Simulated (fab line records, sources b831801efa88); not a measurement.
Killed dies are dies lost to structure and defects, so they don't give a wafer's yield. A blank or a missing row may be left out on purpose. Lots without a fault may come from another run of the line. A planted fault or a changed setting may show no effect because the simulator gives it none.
Problem report in the 8D (eight disciplines) form, filled by code | flow sky130 | the parts of the form that need people (team, actions taken, sign-off) are left out

1. THE PROBLEM
rf_fwd_power_W at SKY_FIELD_ISO_ETCH_14 reads a mean of 419.1 W on 2 wafers of 2 lots; wafers without a fault read 495.0 W with a standard deviation of 2.4. That is -32 standard deviations from the usual mean.
The step: etches BARC in N2/H2, stops on SiO2, time 45.9 s, target depth 60 nm.
First seen on wafer L401.2, day 5 12:08, on rie_diel-04. The record holds 36 wafers of 12 lots with a number at this step. Rule for "out", or "out of limits": more than 4 standard deviations from the usual mean. The other wafers with a number count as sound.

2. WHAT IT IS AND WHAT IT IS NOT
question                    | is               | is not
which readings at this step | rf_fwd_power_W   | chamber_pressure_mTorr, drypump_motor_current_A, oes_product_au, throttle_valve_pct
which lots                  | L401, L404       | L387, L389, L390, L391, L392, L394, L397, L400, L408, L409
which wafers of those lots  | L401.2, L404.4   | L401.1, L401.4, L404.2, L404.6
read on which tools         | rie_diel-04      | rie_diel-01, rie_diel-02
when                        | from day 5 12:08 | up to then (26 sound wafers); but 8 sound wafers of L404, L408, L409 came after

3. SUSPECTS, AND WHAT RULES EACH OUT
Counting: a tool at a process step up to the reading stays a suspect if it ran every lot that is out. Sound lots after the first of them don't rule it out here, since some wafers of a struck lot are sound.
- rie_diel-04 at SKY_FIELD_ISO_ETCH_14 (etches BARC in N2/H2, stops on SiO2, time 45.9 s, target depth 60 nm): kept. It ran every lot that is out, first L401 (day 5 12:08); its last sound lot up to then is L394 (day 3 23:05). Its own readings are out on those wafers: rf_fwd_power_W.
- Within rie_diel-04 at SKY_FIELD_ISO_ETCH_14: the wafers that are out ran in chamber 0; their sound lot-mates ran in chambers 1, 2, 3.
Left after counting: rie_diel-04 at SKY_FIELD_ISO_ETCH_14.

4. THE CAUSE (what the simulator had put in)
Process parameter drift: rie_diel-04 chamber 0, from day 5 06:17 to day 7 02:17, at SKY_FIELD_ISO_ETCH_14. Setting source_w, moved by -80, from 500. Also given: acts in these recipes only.
Counting left only this tool.

5. THE CHAIN OF EFFECTS, in route order
Each row: a reading whose mean over the struck wafers that have a number lies more than 3 standard deviations from the usual. Only readings for which the record gives a usual standard deviation are gone through. hours: the time from each lot's start at the first step in this table that gives one to its start at this step, as a median over the lots. sigmas: the change in usual standard deviations.
hours | step                  | reading        | usual   | on struck wafers | change | sigmas
0     | SKY_FIELD_ISO_ETCH_14 | rf_fwd_power_W | 495.0 W | 419.1            | -75.9  | -32
The process steps in it:
- SKY_FIELD_ISO_ETCH_14: etches BARC in N2/H2, stops on SiO2, time 45.9 s, target depth 60 nm.
Later measuring or inspecting steps at which every struck wafer that the step has a row for has a number for every such reading, and none has moved that far: SKY_CAPM_OVL_MEAS_12.

6. WHAT WOULD HAVE CAUGHT IT SOONER
In this record the first reading out of limits was taken at day 5 12:08, 6 hours after the fault began at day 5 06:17.
